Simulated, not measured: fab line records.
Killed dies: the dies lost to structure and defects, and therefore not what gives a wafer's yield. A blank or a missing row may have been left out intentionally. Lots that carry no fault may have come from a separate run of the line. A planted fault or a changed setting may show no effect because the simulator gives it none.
Which tool was responsible?	flow gf180mcu	Sampling: 11 lots, 33 wafers, 5 of 602 route steps

== WHAT THE GAUGES SHOWED, per wafer ==
GF_V3_THK_MEAS_01. Usual: V3_CVD_00_THK typically reads 598 nm, with standard deviation 8.2.
lot	measured	on	V3_CVD_00_THK (nm)	flag
L949	day 21 05:28	film-metro-01	608 601 592	
L950	day 22 02:39	film-metro-01	593 589 591	
L952	day 22 08:39	film-metro-03	595 608 600	
L953	day 23 04:44	film-metro-02	608 619 612	
L955	day 23 15:23	film-metro-01	611 601 598	
L957	day 24 11:04	film-metro-03	585 600 591	
L958	day 24 21:44	film-metro-02	609 599 601	
L961	day 25 19:04	film-metro-02	895 584 580 895 584 580	OFF
L969	day 28 00:47	film-metro-03	600 595 592	
L970	day 28 08:10	film-metro-01	577 599 571	
L971	day 28 14:04	film-metro-01	614 600 613	

== WHICH TOOL RAN EACH LOT (tool, then ch and the chambers of the sampled wafers, then the start) ==
lot	GF_M2_SPUTTER_00	GF_V2_SPUTTER_22	GF_M3_METAL_ETCH_16	GF_V3_CVD_00
L949	pvd-sputter-02, day 18 00:57	pvd-sputter-04, day 20 02:56	rie-metal-02 ch 0,1, day 21 04:41	hdpcvd-02 ch 0,1,2, day 21 05:23
L950	pvd-sputter-02, day 18 22:18	pvd-sputter-04, day 21 00:57	rie-metal-02 ch 0,1, day 22 01:55	hdpcvd-01 ch 1,2, day 22 02:34
L952	pvd-sputter-02, day 19 04:00	pvd-sputter-04, day 21 07:26	rie-metal-01 ch 0,1, day 22 07:54	hdpcvd-01 ch 0,2, day 22 08:33
L953	pvd-sputter-03, day 20 00:05	pvd-sputter-04, day 22 03:36	rie-metal-03 ch 0, day 23 04:01	hdpcvd-02 ch 0,1, day 23 04:40
L955	pvd-sputter-02, day 20 12:32	pvd-sputter-04, day 22 14:55	rie-metal-03 ch 0,1, day 23 14:40	hdpcvd-01 ch 0,1,2, day 23 15:19
L957	pvd-sputter-01, day 21 09:41	pvd-sputter-02, day 23 11:05	rie-metal-03 ch 1, day 24 10:11	hdpcvd-02 ch 0,2, day 24 10:59
L958	pvd-sputter-03, day 21 21:19	pvd-sputter-01, day 23 22:35	rie-metal-02 ch 0,1, day 24 20:59	hdpcvd-02 ch 0,1, day 24 21:40
L961	pvd-sputter-03, day 22 20:14	pvd-sputter-04, day 24 20:10	rie-metal-02 ch 1, day 25 18:13	hdpcvd-02 ch 0,2, day 25 19:00
L969	pvd-sputter-02, day 25 06:26	pvd-sputter-01, day 27 02:56	rie-metal-01 ch 0,1, day 27 23:57	hdpcvd-01 ch 0,1,2, day 28 00:37
L970	pvd-sputter-02, day 25 14:17	pvd-sputter-02, day 27 10:34	rie-metal-02 ch 0,1, day 28 07:23	hdpcvd-02 ch 0,2, day 28 08:05
L971	pvd-sputter-03, day 25 20:16	pvd-sputter-04, day 27 17:16	rie-metal-03 ch 0,1, day 28 13:17	hdpcvd-01 ch 0,1, day 28 13:58
- GF_M2_SPUTTER_00: material Ti, target thk 37.5 nm, time 150 s.
- GF_V2_SPUTTER_22: material TiN, target thk 10 nm, time 40 s.
- GF_M3_METAL_ETCH_16: etches the open film in Cl2/BCl3, stops on SiO2, target depth 750.8 nm, time 125.1 s.
- GF_V3_CVD_00: deposits SiO2, target thk 600 nm, time 100 s.

== AS READ BY THE TOOLS THEMSELVES (means over the sampled wafers that have a number; for cases with no such wafer, the mark the record gives instead) ==
GF_M2_SPUTTER_00. Usual: chamber-pressure-pa 2.000 Pa, standard deviation 0.0042; throttle-valve-pct 30.0 %, standard deviation 0.98.
lot	tool	chamber-pressure-pa (Pa)	throttle-valve-pct (%)	flag
L949	pvd-sputter-02	1.999	30.0	
L950	pvd-sputter-02	2.000	30.7	
L952	pvd-sputter-02	1.995	30.0	
L953	pvd-sputter-03	2.000	30.2	
L955	pvd-sputter-02	1.998	29.8	
L957	pvd-sputter-01	2.004	29.1	
L958	pvd-sputter-03	2.003	30.3	
L961	pvd-sputter-03	1.999	30.4	
L969	pvd-sputter-02	2.004	29.2	
L970	pvd-sputter-02	2.002	29.7	
L971	pvd-sputter-03	1.998	29.2	

GF_V2_SPUTTER_22. Usual: chamber-pressure-pa 5.002 Pa, standard deviation 0.0094; throttle-valve-pct 29.8 %, standard deviation 0.8.
lot	tool	chamber-pressure-pa (Pa)	throttle-valve-pct (%)	flag
L949	pvd-sputter-04	4.997	29.7	
L950	pvd-sputter-04	5.007	30.1	
L952	pvd-sputter-04	4.994	30.2	
L953	pvd-sputter-04	4.998	30.1	
L955	pvd-sputter-04	4.995	30.2	
L957	pvd-sputter-02	5.007	29.8	
L958	pvd-sputter-01	5.010	29.6	
L961	pvd-sputter-04	4.988	29.8	
L969	pvd-sputter-01	5.002	29.4	
L970	pvd-sputter-02	5.010	30.9	
L971	pvd-sputter-04	5.006	30.1	

GF_M3_METAL_ETCH_16. Usual: drypump-motor-current-A 5.7 A, standard deviation 0.65; mfc-cl2-sccm 80.08 sccm, standard deviation 0.28; oes-product-au 0.988 a.u., standard deviation 0.0079; throttle-valve-pct 28.233 %, standard deviation 0.012.
lot	tool	drypump-motor-current-A (A)	mfc-cl2-sccm (sccm)	oes-product-au (a.u.)	throttle-valve-pct (%)	flag
L949	rie-metal-02	6.1	79.92	0.991	28.226	
L950	rie-metal-02	5.7	80.20	0.991	28.239	
L952	rie-metal-01	5.5	79.79	0.981	28.236	
L953	rie-metal-03	6.1	80.00	0.996	28.223	
L955	rie-metal-03	5.7	79.99	0.992	28.220	
L957	rie-metal-03	4.8	79.98	0.994	28.222	
L958	rie-metal-02	5.7	79.54	0.989	28.239	
L961	rie-metal-02	5.2	80.14	0.996	28.217	
L969	rie-metal-01	5.6	80.21	0.985	28.230	
L970	rie-metal-02	5.7	80.10	0.995	28.220	
L971	rie-metal-03	5.3	80.09	0.986	28.234	

GF_V3_CVD_00. Usual: sih4-flow-sccm 59.98 sccm, standard deviation 0.16; susceptor-temp-C 400.01 C, standard deviation 0.22.
lot	tool	sih4-flow-sccm (sccm)	susceptor-temp-C (C)	flag
L949	hdpcvd-02	59.76	400.07	
L950	hdpcvd-01	59.92	399.88	
L952	hdpcvd-01	59.96	399.91	
L953	hdpcvd-02	60.02	400.05	
L955	hdpcvd-01	60.05	400.05	
L957	hdpcvd-02	59.86	399.86	
L958	hdpcvd-02	59.87	400.13	
L961	hdpcvd-02	70.03	399.83	OFF
L969	hdpcvd-01	60.03	399.94	
L970	hdpcvd-02	59.94	400.03	
L971	hdpcvd-01	60.02	399.95	

== THE ANSWER, worked out from the rows above alone ==
Rule: lot off if the mean of its wafers having a number is beyond 3 standard deviations from the usual mean. A lot without any number at a reading at which 4 lots or more have one is off too. Any other lot the step has rows for is counted as sound. First the gauges in route order, then the tools' own readings, where a lot's mean is used as printed above. The first step at which some lot is off is used, and at that step the reading that is off furthest; a lot without a number counts as furthest.
Off: L961, at GF_V3_THK_MEAS_01 (V3_CVD_00_THK).
If a tool, at a process step before that reading, ran all the lots that are off and no sound lot after the first of them, it fits. The gauges at GF_V3_THK_MEAS_01 aren't tried: what is off there is off at GF_V3_CVD_00 too, on other tools, and a gauge's error can't cause that. None of those tried fits.

== WHAT THE SIMULATOR HAD PUT IN ==
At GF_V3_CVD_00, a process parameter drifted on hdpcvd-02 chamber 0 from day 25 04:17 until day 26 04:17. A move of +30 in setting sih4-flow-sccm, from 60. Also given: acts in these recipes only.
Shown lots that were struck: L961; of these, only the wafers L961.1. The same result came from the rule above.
